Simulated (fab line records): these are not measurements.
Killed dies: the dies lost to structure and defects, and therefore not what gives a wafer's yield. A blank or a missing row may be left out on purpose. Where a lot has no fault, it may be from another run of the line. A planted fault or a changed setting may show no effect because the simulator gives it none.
8D (eight disciplines) problem report, filled in by code | flow gf180mcu | the parts of the form that need people (team, actions taken, sign-off) are left out

== 1. WHAT IS WRONG ==
Across 6 wafers from 2 lots, HV_LDD_CVD_54_THK at GF_HV_LDD_THK_MEAS_55 averages 19.86 nm, while fault-free wafers read 9.98 nm with a standard deviation of 0.16. Relative to the usual mean, that is a shift of +62 standard deviations.
First seen on wafer L812.1, day 15 01:58, on film metro-02. The record holds 36 wafers of 12 lots with a number at this step. Rule for "out" (also "out of limits"): further than 4 standard deviations from the usual mean. The rest of the wafers with a number are treated as sound.

== 2. WHAT IT IS; WHAT IT IS NOT ==
question                    | is                           | is not
which readings at this step | HV_LDD_CVD_54_THK            | -
which lots                  | L812, L813                   | L805, L806, L809, L811, L822, L823, L824, L826, L827, L828
which wafers of those lots  | all that have a number       | -
read on which gauges        | film metro-01, film metro-02 | film metro-03
when                        | from day 15 01:58            | up to then (12 sound wafers); but 18 sound wafers of L822, L823, L824, L826, L827, L828 came after

== 3. WHAT RULES OUT EACH SUSPECT ==
Counting: a tool at any process step up to the reading remains a suspect when it ran all the lots that are out and ran no sound lot after the first of those.
- the gauge at GF_HV_LDD_THK_MEAS_55: ruled out. The wafers that are out were read on 2 gauges (film metro-01, film metro-02).
- lpcvd-02 at GF_HV_LDD_CVD_54 (deposits SiO2 from TEOS, target thk 10 nm, time 75 s): ruled out as a lasting fault. The sound lots L823, L826 went through it after L812, its earliest lot that is out (day 15 00:56).
Left after counting: nothing in the record.

== 4. THE CAUSE (what the simulator had put in) ==
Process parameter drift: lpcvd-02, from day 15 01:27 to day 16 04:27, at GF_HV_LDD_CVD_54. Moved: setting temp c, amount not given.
It was ruled out by counting, in error; the rule expects a fault to strike all lots run on its tool from its start on, and this fault did not.

== 5. SEQUENCE OF EFFECTS, ordered by route ==
Rows list readings where the struck wafers' mean (over those with a number) sits beyond 3 standard deviations from the usual. Only readings for which the record gives a usual standard deviation are gone through. hours: the time from each lot's start at the first step in this table that gives one to its start at this step, as a median over the lots. sigmas: the change in usual standard deviations.
hours | step                  | reading               | usual    | on struck wafers | change | sigmas
0     | GF_HV_LDD_CVD_54      | spike tc bottom C     | 700.8 C  | 727.2            | +26.5  | +14
0     | GF_HV_LDD_CVD_54      | spike tc centre C     | 680.3 C  | 709.1            | +28.8  | +29
0     | GF_HV_LDD_CVD_54      | spike tc lower C      | 680.6 C  | 709.2            | +28.6  | +26
0     | GF_HV_LDD_CVD_54      | spike tc top C        | 696.5 C  | 723.5            | +27.0  | +9.6
0     | GF_HV_LDD_CVD_54      | spike tc upper C      | 679.9 C  | 710.0            | +30.1  | +21
0     | GF_HV_LDD_CVD_54      | susceptor temp C      | 679.90 C | 708.81           | +28.91 | +99 or more
0     | GF_HV_LDD_CVD_54      | zone power centre pct | 9.83 %   | 10.72            | +0.89  | +3.6
1     | GF_HV_LDD_THK_MEAS_55 | HV_LDD_CVD_54_THK     | 9.98 nm  | 19.86            | +9.88  | +62
Here are the process steps it includes:
- GF_HV_LDD_CVD_54: deposits SiO2 from TEOS, target thk 10 nm, time 75 s.

== 6. HOW IT WOULD HAVE BEEN CAUGHT EARLIER ==
In this record the first reading out of limits at a measuring or inspecting step was taken at day 15 01:58, 1 hour after the fault began at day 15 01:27.
At GF_HV_LDD_CVD_54, the tool's own readings (spike tc bottom C, spike tc centre C, spike tc lower C, spike tc top C, spike tc upper C, susceptor temp C) were out on each struck wafer the step has a row for, so an alarm limit on them would have fired on the first such wafer.
